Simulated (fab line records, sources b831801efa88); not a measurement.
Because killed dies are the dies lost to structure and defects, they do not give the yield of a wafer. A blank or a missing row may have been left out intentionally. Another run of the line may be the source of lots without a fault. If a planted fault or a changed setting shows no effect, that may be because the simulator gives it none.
A struck lot beside a sound one ; flow sky130 ; 19 out of 708 route steps
Sound: wafers L898.1, L898.4, L898.5. Struck: wafers L909.1, L909.2, L909.5. The cause is given at the end.
Order at every step that has rows: each side's tool, ch and its chambers, its first start. Under that, the readings that differ: sound wafers ; struck wafers ; difference of the means ; sigmas: that difference in standard deviations of wafers without a fault.
alike: same words and numbers on both sides, and readings whose means sit less than 2 such deviations apart. not compared: any withheld reading, any reading some wafer has no value for, any bound like >300 that may hide the same value, and any number with overlapping values for which the record gives no deviation.
Wherever a step has rows on one side only, a row that says differs or no value, or a row with sigmas, the two part there. Non-overlapping numbers with no deviation appear without sigmas and do not part them. A reading that every wafer of one side lacks parts them only if that side has two wafers or more.

first, 3 steps without rows for these wafers: SKY_VT_ADJUST_NCORE_EXPOSE_04 (exposes mask LVTN COMPLEMENT THIN, target cd 380 nm); SKY_VT_ADJUST_NCORE_PEB_05; SKY_VT_ADJUST_NCORE_DEVELOP_06 (develop time 60 s).
SKY_VT_ADJUST_NCORE_CD_MEAS_07 targets a cd of 380 nm.
  sound on cd-sem-01, day 8 19:47; struck on cd-sem-02, day 12 09:23
  alike: cd-nm
SKY_VT_ADJUST_NCORE_OVL_MEAS_08:
  sound on overlay-01, day 8 19:55; struck on overlay-01, day 12 09:31
reading;sound;struck;difference;sigmas
VT_ADJUST_NCORE_OVL (nm);-2.4 -3.4 -3.1;2.6 3.6 3.8;+6.3;+5
following that, these wafers have no rows for 1 step: SKY_VT_ADJUST_NCORE_IMPLANT_09.
SKY_VT_ADJUST_NCORE_STRIP_10: strips in O2/N2.
  sound on plasma-asher-01 ch 0,1, day 8 20:06; struck on plasma-asher-01 ch 0,1, day 12 09:42
reading;sound;struck;difference;sigmas
strip-time-to-endpoint-s (s);14.26 14.26 14.23;14.14 14.13 14.14;-0.11;-3
  alike: drypump-motor-current-A, oes-product-au
  not compared: rf-hours-counter-h
SKY_VT_ADJUST_NCORE_TW_MEAS_11:
  sound on film-metro-01, day 8 20:12; struck on film-metro-04, day 12 09:48
  alike: VT_ADJUST_NCORE_TW
then, 4 steps without rows for these wafers: SKY_VT_ADJUST_HVTR_DEHYDRATE_00 (time 60 s); SKY_VT_ADJUST_HVTR_HMDS_01 (prime time 60 s); SKY_VT_ADJUST_HVTR_COAT_02 (resist thk 1140 nm); SKY_VT_ADJUST_HVTR_SOFTBAKE_03 (time 60 s).
SKY_VT_ADJUST_HVTR_EXPOSE_04: exposes mask HVTRM, target cd 380 nm.
  sound on iline-stepper-02 ch 0, day 9 07:04; struck on iline-stepper-01 ch 0, day 12 22:36
reading;sound;struck;difference;sigmas
model.VT_ADJUST_HVTR.overlay-x-nm (nm);0.9446 0.9446 0.9446;-191.8 -191.8 -191.8;-192.7;
  alike: mask, exposure-dose-mJ-cm2
then, 2 steps without rows for these wafers: SKY_VT_ADJUST_HVTR_PEB_05; SKY_VT_ADJUST_HVTR_DEVELOP_06 (develop time 60 s).
SKY_VT_ADJUST_HVTR_CD_MEAS_07 targets a cd of 380 nm.
  sound on cd-sem-02, day 9 18:05; struck on cd-sem-02, day 13 10:18
  alike: cd-nm
SKY_VT_ADJUST_HVTR_OVL_MEAS_08:
  sound on overlay-01, day 9 18:13; struck on overlay-02, day 13 10:25
reading;sound;struck;difference;sigmas
VT_ADJUST_HVTR_OVL (nm);3.5 2.7 4.1;-192.0 -191.0 -190.1;-194.5;-99 or more
following that, these wafers have no rows for 1 step: SKY_VT_ADJUST_HVTR_IMPLANT_09.
-- a jump in the record: the struck wafers' starts before and after are 36 days apart (it breaks off in module VT_ADJUST_HVTR and resumes in module PAD_OPEN, where the first step shown is number 708 of the route) --
SKY_PAD_OPEN_PROBE_99:
  sound on prober-01, day 46 06:14; struck on prober-01, day 49 08:05
reading;sound;struck;difference;sigmas
model.etest.pfet_01v8_mvt.drive-ua-um;144.8 145.8 147.8;136.8 140 135.2;-8.8;
model.etest.pfet_01v8_mvt.off-log10-a-um;-11.28 -11.18 -11.11;-11.84 -11.84 -11.81;-0.64;
model.etest.pfet_01v8_mvt.vt-sat-v (V);-0.6073 -0.6031 -0.5973;-0.7263 -0.7137 -0.724;-0.1188;
model.etest.pfet_01v8_mvt.vt-v (V);-0.6884 -0.6882 -0.6832;-0.7919 -0.7834 -0.787;-0.1008;
  alike: killed_at_M0_to_M3, killed_at_M4_up, killed-at-contacts, killed-at-front-end, killed-at-other, killed-dies, killed-open, killed-short

## WHERE THEY PART
Earliest at SKY_VT_ADJUST_NCORE_OVL_MEAS_08; latest, in this record, at SKY_VT_ADJUST_HVTR_OVL_MEAS_08. Later steps at which nothing parts them and some readings are alike: SKY_PAD_OPEN_PROBE_99.

WHY: what the simulator had put in
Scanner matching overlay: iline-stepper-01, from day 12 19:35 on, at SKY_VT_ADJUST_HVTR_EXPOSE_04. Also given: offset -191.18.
